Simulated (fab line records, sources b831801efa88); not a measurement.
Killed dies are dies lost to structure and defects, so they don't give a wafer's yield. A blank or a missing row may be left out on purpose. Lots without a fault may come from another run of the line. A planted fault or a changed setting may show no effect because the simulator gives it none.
Which tool did it? | flow sky130 | 12 lots, 36 wafers sampled, at 1 step of a route of 708

WHAT THE GAUGES READ, wafer by wafer
SKY_METAL2_OVL_MEAS_16.
lot  | measured     | on         | METAL2_OVL (nm)
L075 | day 35 06:01 | overlay-01 | 8 8 10
L077 | day 36 04:19 | overlay-01 | 3 4 12
L079 | day 36 20:49 | overlay-02 | 2 -5 -5
L081 | day 37 12:35 | overlay-01 | -2 7 9
L084 | day 38 08:13 | overlay-01 | 3 1 11
L085 | day 38 17:55 | overlay-01 | 9 7 4
L087 | day 39 11:38 | overlay-02 | 10 11 8
L089 | day 40 06:31 | overlay-02 | 4 8 3
L091 | day 40 16:03 | overlay-02 | 8 4 5
L093 | day 41 03:58 | overlay-01 | 4 -5 3
L094 | day 41 13:22 | overlay-01 | 15 9 1
L097 | day 42 10:58 | overlay-01 | 7 11 4

WHICH TOOL RAN EACH LOT (tool, then ch and the chambers of the sampled wafers, then the start)
The record holds no process step before these readings.

THE ANSWER, worked out from the rows above alone
Rule: what is usual is taken from the lots themselves. Put in order of their means at a reading, lots are off if they are a third of the lots or fewer, leave a main group of 4 or more, and stand apart from it by a gap of 3 or more times the standard deviation of the main group's means; of several such gaps the widest counts. A main group whose means are all the same, to the digits that the tables above print for the reading, isn't used. A lot without any number at a reading at which 4 lots or more have one is off too. The other lots that the step has rows for count as sound.
No lot is off at any reading shown: from this, nothing can be told.

WHAT THE SIMULATOR HAD PUT IN
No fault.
